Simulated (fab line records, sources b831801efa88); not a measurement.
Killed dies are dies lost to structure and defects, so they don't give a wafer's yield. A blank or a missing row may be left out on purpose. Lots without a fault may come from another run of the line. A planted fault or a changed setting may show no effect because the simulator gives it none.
Which tool did it? | flow sky130 | 15 lots, 44 wafers sampled, at 2 steps of a route of 708

WHAT THE GAUGES READ, wafer by wafer
SKY_LDD_HVP_TW_MEAS_10.
lot  | measured     | on            | LDD_HVP_TW
L421 | day 21 07:26 | film_metro-02 | 451 450 451
L422 | day 21 12:31 | film_metro-01 | 449 450 447
L423 | day 22 00:47 | film_metro-02 | 450 445 450
L424 | day 22 19:29 | film_metro-01 | 450 451 451
L426 | day 23 07:32 | film_metro-02 | 451 450 452
L427 | day 23 21:39 | film_metro-01 | 450 451 451
L428 | day 24 05:42 | film_metro-04 | 461 459 461
L430 | day 24 20:26 | film_metro-02 | 428 452 430
L432 | day 25 14:20 | film_metro-01 | 428 445 425
L433 | day 26 01:22 | film_metro-01 | 450 429
L438 | day 27 17:13 | film_metro-01 | 450 451 451
L439 | day 28 09:38 | film_metro-01 | 448 449 448
L440 | day 28 12:38 | film_metro-01 | 448 446 450
L441 | day 28 20:23 | film_metro-02 | 448 446 447
L442 | day 29 04:27 | film_metro-01 | 448 446 447

WHICH TOOL RAN EACH LOT (tool, then ch and the chambers of the sampled wafers, then the start)
lot  | SKY_LDD_HVP_DEVELOP_06
L421 | litho_track-04 ch 0, day 21 07:00
L422 | litho_track-02 ch 0, day 21 12:05
L423 | litho_track-04 ch 0, day 22 00:21
L424 | litho_track-04 ch 0, day 22 19:04
L426 | litho_track-01 ch 0, day 23 07:05
L427 | litho_track-04 ch 0, day 23 21:15
L428 | litho_track-01 ch 0, day 24 05:17
L430 | litho_track-04 ch 0, day 24 20:01
L432 | litho_track-04 ch 0, day 25 13:55
L433 | litho_track-04 ch 0, day 26 01:00
L438 | litho_track-01 ch 0, day 27 16:49
L439 | litho_track-01 ch 0, day 28 09:13
L440 | litho_track-04 ch 0, day 28 12:13
L441 | litho_track-01 ch 0, day 28 19:58
L442 | litho_track-02 ch 0, day 29 04:01
- SKY_LDD_HVP_DEVELOP_06: develop time 60 s.

WHAT THE TOOLS THEMSELVES READ (means of the sampled wafers that have a number; where no wafer has one, the mark that the record gives instead)
The record holds no such reading with a usual standard deviation.

THE ANSWER, worked out from the rows above alone
Rule: what is usual is taken from the lots themselves. Put in order of their means at a reading, lots are off if they are a third of the lots or fewer, leave a main group of 4 or more, and stand apart from it by a gap of 3 or more times the standard deviation of the main group's means; of several such gaps the widest counts. A main group whose means are all the same, to the digits that the tables above print for the reading, isn't used. A lot without any number at a reading at which 4 lots or more have one is off too. The other lots that the step has rows for count as sound. The gauges are gone through in route order, then the tools' own readings, and for those a lot's mean is taken as printed above. The first step at which some lot is off is used, and at that step the reading that is off furthest; a lot without a number counts as furthest.
No lot is off at any reading shown: from this, nothing can be told.

WHAT THE SIMULATOR HAD PUT IN
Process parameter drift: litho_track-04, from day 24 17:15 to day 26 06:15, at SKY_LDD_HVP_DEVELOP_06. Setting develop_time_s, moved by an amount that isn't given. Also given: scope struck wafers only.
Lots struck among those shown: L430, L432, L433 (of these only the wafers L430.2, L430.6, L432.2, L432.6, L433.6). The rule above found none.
